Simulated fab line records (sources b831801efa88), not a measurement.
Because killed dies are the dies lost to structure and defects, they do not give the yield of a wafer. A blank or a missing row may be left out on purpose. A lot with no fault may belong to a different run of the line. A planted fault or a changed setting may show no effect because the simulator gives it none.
What tool caused it? || flow gf180mcu || 7 lots (21 wafers sampled), 1 step of a 602-step route

WHAT EACH GAUGE READ, for each wafer
GF_CONTACT_THK_MEAS_03.
{"lot": "L421", "measured": "day 15 10:34", "on": "film metro-01", "CONTACT_CVD_02_THK (nm)": "859 870 877"}
{"lot": "L425", "measured": "day 16 21:11", "on": "film metro-01", "CONTACT_CVD_02_THK (nm)": "869 863 870"}
{"lot": "L427", "measured": "day 18 02:05", "on": "film metro-04", "CONTACT_CVD_02_THK (nm)": "880 870 887"}
{"lot": "L432", "measured": "day 19 15:01", "on": "film metro-04", "CONTACT_CVD_02_THK (nm)": "848 862 854"}
{"lot": "L434", "measured": "day 20 08:00", "on": "film metro-04", "CONTACT_CVD_02_THK (nm)": "861 855 865"}
{"lot": "L436", "measured": "day 20 22:50", "on": "film metro-01", "CONTACT_CVD_02_THK (nm)": "863 879 857"}
{"lot": "L441", "measured": "day 22 15:38", "on": "film metro-02", "CONTACT_CVD_02_THK (nm)": "851 843 865"}

WHICH TOOL RAN EACH LOT (tool, then ch and the chambers of the sampled wafers, then the start)
The record shows no process step preceding these readings.

THE ANSWER, worked out from the rows above alone
Rule: what is usual is taken from the lots themselves. Put in order of their means at a reading, lots are off if they are a third of the lots or fewer, leave a main group of 4 or more, and stand apart from it by a gap of 3 or more times the standard deviation of the main group's means; of several such gaps the widest counts. The tables above print the reading to a certain number of digits; a main group whose means all agree to those digits is not used. Also off: a lot with no number at a reading for which 4 or more lots have one. Any other lot the step has rows for is counted as sound.
None of the lots is off at any reading shown; this tells nothing.

WHAT WAS PUT IN BY THE SIMULATOR
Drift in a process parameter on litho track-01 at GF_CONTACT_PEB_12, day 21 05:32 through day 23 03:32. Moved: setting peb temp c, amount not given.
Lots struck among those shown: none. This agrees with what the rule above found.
